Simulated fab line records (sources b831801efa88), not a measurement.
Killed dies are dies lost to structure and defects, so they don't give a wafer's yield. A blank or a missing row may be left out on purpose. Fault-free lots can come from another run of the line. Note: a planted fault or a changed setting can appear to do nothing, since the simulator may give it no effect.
Which tool is to blame?    flow gf180mcu    6 lots with 18 wafers sampled at 2 steps, on a route of 602 steps

== WHAT THE GAUGES SHOWED, per wafer ==
GF_MIM_THK_MEAS_06.
lot   measured      on             MIM_CVD_05_THK (nm)
L449  day 24 16:01  film-metro-02  41.4 41.7 41.5
L451  day 25 18:58  film-metro-04  42.1 42.9 42.3
L453  day 26 18:17  film-metro-03  41.8 41.8 42.7
L461  day 28 16:10  film-metro-02  41.7 25.7 42.4
L464  day 29 06:23  film-metro-04  42.0 42.3 43.2
L470  day 31 05:55  film-metro-04  40.6 42.0 42.1

== WHICH TOOL RAN EACH LOT (tool, then ch and the chambers of the sampled wafers, then the start) ==
lot   GF_MIM_CVD_05
L449  pecvd-01 ch 0,1, day 24 15:59
L451  pecvd-04 ch 0,1,2, day 25 18:56
L453  pecvd-04 ch 1,2, day 26 18:16
L461  pecvd-01 ch 0,2, day 28 16:07
L464  pecvd-04 ch 1,2, day 29 06:21
L470  pecvd-03 ch 0,2, day 31 05:53
- GF_MIM_CVD_05: deposits Si3N4, target thk 42 nm, time 29.086 s.

== THE ANSWER, worked out from the rows above alone ==
Rule: what is usual is taken from the lots themselves. The widest of any qualifying gaps counts: lots, ordered by their means at a reading, are off when they make up no more than a third of the lots, leave a main group of 4 or more, and stand apart from it by 3 or more times the standard deviation of that group's means. A main group is skipped when, at the precision printed for the reading in the tables above, its means are all equal. Also off: a lot with no number at a reading for which 4 or more lots have one. Any other lot the step has rows for is counted as sound.
Off: L461, seen at GF_MIM_THK_MEAS_06 (MIM_CVD_05_THK). The main group: mean 42.0 nm, standard deviation 0.41.
A tool fits if, at a process step before that reading, it ran every lot that is off, and no sound lot after the first of them. Gauges at GF_MIM_THK_MEAS_06: tried the same way as those tools. This does not decide it: 2 tools fit, namely pecvd-01 at GF_MIM_CVD_05 and film-metro-02 at GF_MIM_THK_MEAS_06.

== WHAT THE SIMULATOR PUT IN ==
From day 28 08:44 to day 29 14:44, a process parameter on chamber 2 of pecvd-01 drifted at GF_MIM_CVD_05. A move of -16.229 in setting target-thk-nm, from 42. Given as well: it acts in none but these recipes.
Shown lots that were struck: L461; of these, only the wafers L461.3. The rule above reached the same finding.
